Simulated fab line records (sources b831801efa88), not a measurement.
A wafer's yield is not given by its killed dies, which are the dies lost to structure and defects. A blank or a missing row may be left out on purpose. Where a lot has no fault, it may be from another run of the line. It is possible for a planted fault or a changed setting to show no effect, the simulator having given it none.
Which tool is to blame? -- flow sfq line -- Sampling: 7 lots, 21 wafers, 5 of 325 route steps

== WHAT THE GAUGES READ, wafer by wafer ==
SFQ_M3_RS_MEAS_919: measures by four-point-probe.
lot,measured,on,M3_NB_RS (ohm/sq)
L980,day 35 04:20,film metro-02,0.899 0.891 0.896
L982,day 35 10:07,film metro-03,0.907 0.905 0.886
L985,day 35 17:19,film metro-02,0.893 0.887 0.896
L993,day 42 19:15,film metro-04,0.893 0.891 0.892
L996,day 44 21:59,film metro-02,0.879 0.894 0.884
L998,day 46 00:26,film metro-02,0.899 0.903 0.903
L100,day 47 06:21,film metro-02,0.889 0.885 0.881

== WHICH TOOL RAN EACH LOT (tool, then ch and the chambers of the sampled wafers, then the start) ==
lot,SFQ_TRILAYER_L0_STRIP_STRIP_009,SFQ_TRILAYER_I0_CMP_CMP_028,SFQ_TRILAYER_I0_METRO_MEASURE_029,SFQ_TRILAYER_I0_VIA_ETCH_VIA_ETCH_034
L980,"rie metal-04 ch 0,1, day 4 22:13","cmp-02 ch 0,2,3, day 12 12:38","film metro-01, day 12 15:45","rie diel-02 ch 0,3, day 18 05:41"
L982,"rie metal-03 ch 0,1, day 5 09:51","cmp-02 ch 1,2,3, day 13 07:28","film metro-01, day 13 10:35","rie diel-04 ch 0,2, day 19 02:34"
L985,"rie metal-04 ch 0,1, day 5 18:15","cmp-02 ch 0,1,3, day 14 06:35","film metro-01, day 14 09:43","rie diel-02 ch 1,2,3, day 19 21:52"
L993,"rie metal-03 ch 1, day 8 03:02","cmp-01 ch 2,3, day 17 17:29","film metro-04, day 17 20:49","rie diel-03 ch 1,2, day 23 02:53"
L996,"rie metal-03 ch 1, day 9 01:04","cmp-01 ch 1,3, day 18 23:59","film metro-04, day 19 03:01","rie diel-03 ch 0,1,2, day 25 11:32"
L998,"rie metal-04 ch 0,1, day 9 11:59","cmp-01 ch 1,2,3, day 20 10:16","film metro-04, day 20 13:23","rie diel-03 ch 0,1,2, day 27 03:18"
L100,"rie metal-03 ch 1, day 9 21:22","cmp-02 ch 0,1,2, day 20 23:22","film metro-02, day 21 02:11","rie diel-02 ch 0,3, day 27 15:18"
- SFQ_TRILAYER_L0_STRIP_STRIP_009: strips in O2.
- SFQ_TRILAYER_I0_CMP_CMP_028: polishes SiO2.
- SFQ_TRILAYER_I0_METRO_MEASURE_029
- SFQ_TRILAYER_I0_VIA_ETCH_VIA_ETCH_034: etches SiO2 in CHF3, stops on Nb, target depth 260 nm.

== THE ANSWER, worked out from the rows above alone ==
Rule: what is usual is taken from the lots themselves. Put in order of their means at a reading, lots are off if they are a third of the lots or fewer, leave a main group of 4 or more, and stand apart from it by a gap of 3 or more times the standard deviation of the main group's means; of several such gaps the widest counts. If all means in a main group match to the digits the tables above print for the reading, that group is not used. A lot without any number at a reading at which 4 lots or more have one is off too. The other lots that the step has rows for count as sound.
No lot is off on any of the readings shown, so nothing can be concluded from this.

== WHAT HAD BEEN PUT IN BY THE SIMULATOR ==
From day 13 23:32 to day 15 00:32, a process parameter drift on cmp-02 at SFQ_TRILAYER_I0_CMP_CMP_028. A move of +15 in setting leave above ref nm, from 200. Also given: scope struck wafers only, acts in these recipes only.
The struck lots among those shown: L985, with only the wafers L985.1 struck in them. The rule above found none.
